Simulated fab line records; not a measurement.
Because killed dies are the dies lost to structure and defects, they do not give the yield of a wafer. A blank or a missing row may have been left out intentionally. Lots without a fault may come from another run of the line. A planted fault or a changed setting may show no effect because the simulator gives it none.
A lot that was struck, set against a sound lot ; flow sky130 ; 14 steps out of a route of 708
Sound: these wafers, L652.1, L652.2, L652.5. Struck: wafers L664.1, L664.2, L664.3. The cause is named last.
Per side, at each step with rows, come the tool, then ch with its chambers, and then its first start. Under that, the readings that differ: sound wafers ; struck wafers ; difference of the means ; sigmas: that difference in standard deviations of wafers without a fault.
alike: words and numbers the same on both sides, and readings whose means are apart by under 2 such deviations; not compared: readings that were withheld, readings missing a value for some wafer, numbers with overlapping values and no deviation given by the record, and bounds like >300 which may hide the same value.
The two part at a step that has a row with sigmas, a row that says differs or no value, or rows on one side only. Numbers that don't overlap but have no deviation are shown without sigmas and don't part them. Lack of a reading on every wafer of one side parts them only where that side has two or more wafers.

SKY_CONTACT_OVL_MEAS_15:
  sound on overlay-01 at day 34 03:21; struck on overlay-02 at day 38 08:57
  alike: CONTACT_OVL
SKY_CONTACT_ETCH_16: etches BARC in N2/H2, stops on SiO2, time 45.9 s, target depth 60 nm.
  sound on rie-diel-03 ch 1,2, day 34 03:23; struck on rie-diel-03 ch 1,2,3, day 38 08:59
  alike: drypump-motor-current-A, oes-product-au, rf-fwd-power-W, throttle-valve-pct
  not compared: rf-hours-counter-h
SKY_CONTACT_ETCH_17: etches SiO2 in C4F8/O2/Ar, stops on Si3N4, target depth 340 nm.
  sound on rie-diel-03 ch 1,2, day 34 03:26; struck on rie-diel-03 ch 1,2,3, day 38 09:02
  alike: oes-product-au, rf-fwd-power-W
then, 1 step without rows for these wafers: SKY_CONTACT_ETCH_18 (etches Si3N4 in CHF3/O2, stops on TiN, time 39 s, target depth 75 nm).
SKY_CONTACT_STRIP_19: strips in O2/N2.
  sound on plasma-asher-03 ch 0,1, day 34 03:31; struck on plasma-asher-04 ch 0,1, day 38 09:07
  alike: drypump-motor-current-A, oes-product-au, strip-time-to-endpoint-s
  not compared: rf-hours-counter-h
then, 3 steps without rows for these wafers: SKY_CONTACT_STRIP_20 (strips in post etch residue remover, time 1200 s); SKY_CONTACT_CLEAN_21 (cleans in IPA, time 180 s); SKY_CONTACT_CLEAN_22 (cleans in O3/DIW).
SKY_CONTACT_SPUTTER_23: material TiN, target thk 20 nm, time 77.13 s.
  sound on pvd-sputter-03 at day 34 04:07; struck on pvd-sputter-02 at day 38 09:43
  alike: chamber-pressure-pa, throttle-valve-pct
SKY_CONTACT_CVD_24: deposits W, target thk 340 nm, time 102.12 s.
  sound on cvd-w-01 ch 0,1, day 34 04:10; struck on cvd-w-02 ch 0,1, day 38 09:46
  alike: heater-power-w
SKY_CONTACT_RS_MEAS_25: the measuring method here is four-point-probe.
  sound on film-metro-03 at day 34 04:17; struck on film-metro-01 at day 38 09:53
  alike: CONTACT_W_RS
SKY_CONTACT_THK_MEAS_26: measures by xrf.
  sound on film-metro-03 at day 34 04:24; struck on film-metro-01 at day 38 10:00
  alike: CONTACT_W_THK
SKY_CONTACT_CMP_27: polishes, stops on SiO2, t overpolish 15 s, target thk 0 nm.
  sound on cmp-01 ch 0,2, day 34 04:28; struck on cmp-02 ch 1,2,3, day 38 10:07
  no value came back on the struck wafers for any of 7 readings (edge-zone-pressure-frac, head-pressure-psi (psi) and others); on the sound wafers edge-zone-pressure-frac reads 0.998 0.998 0.997
reading;sound;struck;difference;sigmas
model.W_of_CONTACT_CVD_24.thk-nm (nm);0 0 0;340.1 340.7 337.4;+339.4;
model.SiO2_of_CONTACT_HDPCVD_02.thk-nm (nm);336.5 337.3 337.6;339.6 340.7 340.6;+3.2;
-- the record jumps here: 12 days lie between the struck wafers' starts before and after (it left off in module CONTACT and takes up again in module PAD_OPEN, whose first step shown is number 708 of the route) --
SKY_PAD_OPEN_PROBE_99:
  rows exist in the record for the struck wafers here (prober-01, day 50 14:11), but not for the sound ones

## WHERE THEY PART
At SKY_CONTACT_CMP_27 first; at SKY_PAD_OPEN_PROBE_99 last (within this record only).

WHY: whatever the simulator had introduced
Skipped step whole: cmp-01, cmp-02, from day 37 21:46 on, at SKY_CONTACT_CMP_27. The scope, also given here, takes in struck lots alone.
